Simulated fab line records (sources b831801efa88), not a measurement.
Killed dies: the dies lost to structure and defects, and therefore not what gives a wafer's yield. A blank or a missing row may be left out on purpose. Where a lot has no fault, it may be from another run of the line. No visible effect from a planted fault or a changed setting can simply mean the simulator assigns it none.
Which tool did it? -- flow sky130 -- 13 lots, 39 wafers sampled, at 6 steps of a route of 708

WHAT THE GAUGES SHOWED, per wafer
SKY_NWELL_THK_MEAS_02.
lot,measured,on,NWELL_OXIDATION_THK (nm)
L223,day 2 14:49,film-metro-01,9.95 9.87 9.87
L224,day 2 19:13,film-metro-04,10.02 9.99 10.00
L225,day 3 01:40,film-metro-03,9.54 9.61 9.74
L230,day 4 02:15,film-metro-04,9.90 9.92 9.85
L231,day 4 08:55,film-metro-03,10.02 10.02 10.11
L232,day 4 11:02,film-metro-03,10.06 9.96 10.18
L233,day 4 14:05,film-metro-04,9.78 9.84 9.59
L241,day 6 16:46,film-metro-03,10.29 10.28 10.30
L242,day 6 16:46,film-metro-01,9.99 10.26 9.99
L243,day 6 19:40,film-metro-01,10.24 10.19 10.35
L244,day 7 16:28,film-metro-04,10.34 10.16 10.18
L246,day 7 18:22,film-metro-01,9.90 9.90 9.74
L245,day 7 22:14,film-metro-01,10.15 10.07 9.96

SKY_DNWELL_TW_MEAS_09.
lot,measured,on,DNWELL_TW
L223,day 3 05:49,film-metro-01,1109 1119 1110
L224,day 3 11:00,film-metro-04,1124 1130 1126
L225,day 3 18:12,film-metro-03,1116 1111 1111
L230,day 4 19:40,film-metro-04,1114 1115 1119
L231,day 5 02:04,film-metro-01,1099 1100 1099
L232,day 5 04:11,film-metro-03,1128 1118 1130
L233,day 5 06:55,film-metro-04,1121 1128 1121
L241,day 7 13:04,film-metro-03,1108 1113 1110
L242,day 7 13:05,film-metro-01,1095 1097 1097
L243,day 7 15:56,film-metro-04,1122 1118 1119
L244,day 8 13:05,film-metro-04,1124 1120 1126
L246,day 8 14:34,film-metro-04,1116 1119 1107
L245,day 8 19:09,film-metro-01,1102 1097 1096

SKY_LDD_LDN_OVL_MEAS_07.
lot,measured,on,LDD_LDN_OVL (nm)
L223,day 23 06:20,overlay-01,-1.0 1.7 -0.4
L224,day 23 06:58,overlay-01,1.3 1.9 0.8
L225,day 23 18:47,overlay-01,-0.2 -2.6 -1.8
L230,day 25 09:58,overlay-01,-0.4 -1.4 -1.4
L231,day 25 22:06,overlay-01,0.5 -1.1 -1.2
L232,day 26 01:10,overlay-01,- - -
L233,day 26 03:52,overlay-01,-1.4 -1.3 -1.1
L241,day 29 12:16,overlay-01,-0.1 -2.5 -2.8
L242,day 29 11:58,overlay-01,-0.8 -2.5 -1.6
L243,day 29 13:43,overlay-02,-1.6 -1.0 -1.0
L244,day 30 22:37,overlay-01,0.1 0.2 -1.3
L246,day 30 22:59,overlay-01,-0.1 -0.6 -0.8
L245,day 31 09:47,overlay-02,0.5 -4.3 -1.6

SKY_LDD_LDN_TW_MEAS_13.
lot,measured,on,LDD_LDN_TW
L223,day 23 07:05,film-metro-03,1482 1490 1488
L224,day 23 07:43,film-metro-03,1489 1481 1482
L225,day 23 19:32,film-metro-03,1486 1493 1481
L230,day 25 10:42,film-metro-02,1457 1458 1461
L231,day 25 22:50,film-metro-01,1464 1472 1464
L232,day 26 01:54,film-metro-01,30 30 30
L233,day 26 04:36,film-metro-01,1477 1475 1467
L241,day 29 13:48,film-metro-02,1461 1458 1456
L242,day 29 12:42,film-metro-03,1467 1475 1476
L243,day 29 14:27,film-metro-03,1472 1478 1470
L244,day 30 23:21,film-metro-03,1479 1479 1480
L246,day 30 23:43,film-metro-01,1479 1481 1477
L245,day 31 10:31,film-metro-01,1473 1473 1472

TOOL THAT RAN EACH LOT (tool first, then ch and the chambers of the sampled wafers, then the start)
lot,SKY_FIELD_ISO_STRIP_16,SKY_LDD_LDN_EXPOSE_04
L223,"plasma-asher-04 ch 0,1, day 2 05:59","iline-stepper-01 ch 0, day 22 15:08"
L224,"plasma-asher-02 ch 0,1, day 2 09:24","iline-stepper-01 ch 0, day 22 15:37"
L225,"plasma-asher-01 ch 0,1, day 2 16:04","iline-stepper-01 ch 0, day 23 04:16"
L230,"plasma-asher-01 ch 0,1, day 3 18:29","iline-stepper-01 ch 0, day 24 19:33"
L231,"plasma-asher-02 ch 0,1, day 4 01:28","iline-stepper-02 ch 0, day 25 07:23"
L232,"plasma-asher-02 ch 0,1, day 4 03:28","iline-stepper-02 ch 0, day 25 10:35"
L233,"plasma-asher-02 ch 0,1, day 4 08:11","iline-stepper-01 ch 0, day 25 13:34"
L241,"plasma-asher-02 ch 0,1, day 6 08:10","iline-stepper-01 ch 0, day 28 22:27"
L242,"plasma-asher-01 ch 0,1, day 6 08:10","iline-stepper-02 ch 0, day 28 21:51"
L243,"plasma-asher-01 ch 0,1, day 6 11:22","iline-stepper-02 ch 0, day 29 00:49"
L244,"plasma-asher-04 ch 1, day 7 09:14","iline-stepper-01 ch 0, day 30 10:08"
L246,"plasma-asher-04 ch 0, day 7 10:16","iline-stepper-02 ch 0, day 30 10:43"
L245,"plasma-asher-02 ch 0,1, day 7 10:50","iline-stepper-02 ch 0, day 30 19:52"
- SKY_FIELD_ISO_STRIP_16: strips in O2/N2.
- SKY_LDD_LDN_EXPOSE_04: exposes mask LDNTM, target cd 700 nm.

AS READ BY THE TOOLS THEMSELVES (means over the sampled wafers that have a number; for cases with no such wafer, the mark the record gives instead)
SKY_FIELD_ISO_STRIP_16.
lot,tool,drypump-motor-current-A (A),oes-product-au (a.u.),strip-time-to-endpoint-s (s)
L223,plasma-asher-04,5.9,0.379,3.561
L224,plasma-asher-02,5.8,0.379,3.585
L225,plasma-asher-01,5.8,0.377,3.548
L230,plasma-asher-01,5.8,0.378,3.553
L231,plasma-asher-02,6.1,0.379,3.543
L232,plasma-asher-02,6.1,0.381,3.545
L233,plasma-asher-02,6.1,0.382,3.569
L241,plasma-asher-02,6.1,0.381,3.579
L242,plasma-asher-01,6.1,0.380,3.556
L243,plasma-asher-01,5.8,0.379,3.540
L244,plasma-asher-04,5.1,0.376,3.518
L246,plasma-asher-04,6.1,0.376,3.553
L245,plasma-asher-02,6.1,0.378,3.541

SKY_LDD_LDN_EXPOSE_04.
lot,tool,focus-offset-nm (nm)
L223,iline-stepper-01,-0.0
L224,iline-stepper-01,-0.2
L225,iline-stepper-01,-0.3
L230,iline-stepper-01,0.3
L231,iline-stepper-02,-0.0
L232,iline-stepper-02,-0.3
L233,iline-stepper-01,0.3
L241,iline-stepper-01,-0.1
L242,iline-stepper-02,-0.1
L243,iline-stepper-02,-0.1
L244,iline-stepper-01,0.2
L246,iline-stepper-02,-0.1
L245,iline-stepper-02,0.1

THE ANSWER, worked out from the rows above alone
Rule: usual is defined by the lots themselves. The widest of any qualifying gaps counts: lots, ordered by their means at a reading, are off when they make up no more than a third of the lots, leave a main group of 4 or more, and stand apart from it by 3 or more times the standard deviation of that group's means. The tables above print the reading to a certain number of digits; a main group whose means all agree to those digits is not used. A lot without any number at a reading at which 4 lots or more have one is off too. All remaining lots with rows at the step are treated as sound. The gauges are gone through in route order, then the tools' own readings, and for those a lot's mean is taken as printed above. At the first step where some lot is off, the reading lying furthest off is the one used; lots without a number count as furthest.
Off: L232, seen at SKY_LDD_LDN_OVL_MEAS_07 (LDD_LDN_OVL). Without a number there: L232. The main group: mean -0.9 nm, standard deviation 0.88.
A tool fits if, at a process step before that reading, it ran every lot that is off, and no sound lot after the first of them. The gauges at SKY_LDD_LDN_OVL_MEAS_07 aren't tried: what is off there is off at SKY_LDD_LDN_TW_MEAS_13 too, on other tools, and a gauge's error can't cause that. No candidate that was tried fits.

WHAT HAD BEEN PUT IN BY THE SIMULATOR
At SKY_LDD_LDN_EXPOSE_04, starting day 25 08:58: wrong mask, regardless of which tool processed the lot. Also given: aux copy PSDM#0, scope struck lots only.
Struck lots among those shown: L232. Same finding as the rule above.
